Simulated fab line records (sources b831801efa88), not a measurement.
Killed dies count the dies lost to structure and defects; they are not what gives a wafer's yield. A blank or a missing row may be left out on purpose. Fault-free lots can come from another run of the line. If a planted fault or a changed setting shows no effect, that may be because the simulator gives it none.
Which of the tools did it?    flow gf180mcu    12 lots, 36 wafers sampled, at 1 step of a route of 602

== WHAT THE GAUGES READ, wafer by wafer ==
GF_CONTACT_THK_MEAS_03.
lot   measured      on             CONTACT_CVD_02_THK (nm)
L075  day 15 11:18  film-metro-04  859 893 873
L077  day 16 10:06  film-metro-04  861 838 865
L078  day 17 01:32  film-metro-01  836 872 847
L081  day 17 16:39  film-metro-04  853 851 883
L083  day 18 11:48  film-metro-04  839 847 857
L085  day 19 04:09  film-metro-02  857 851 868
L087  day 19 19:23  film-metro-01  851 854 863
L089  day 20 09:34  film-metro-04  861 865 871
L091  day 21 08:35  film-metro-02  854 872 888
L093  day 21 18:59  film-metro-04  862 863 879
L095  day 22 14:26  film-metro-04  836 839 872
L097  day 23 09:53  film-metro-01  870 858 885

== EACH LOT AND THE TOOL THAT RAN IT (in order: tool; ch and the chambers of the sampled wafers; start) ==
Record: no process step prior to these readings.

== THE ANSWER, worked out from the rows above alone ==
Rule: the lots themselves supply what counts as usual. Put in order of their means at a reading, lots are off if they are a third of the lots or fewer, leave a main group of 4 or more, and stand apart from it by a gap of 3 or more times the standard deviation of the main group's means; of several such gaps the widest counts. If all means in a main group match to the digits the tables above print for the reading, that group is not used. Also off: a lot with no number at a reading for which 4 or more lots have one. Where the step has rows for the other lots, those lots are counted as sound.
Across all readings shown, no lot is off: no conclusion can be drawn from this.

== WHAT THE SIMULATOR HAD PUT IN ==
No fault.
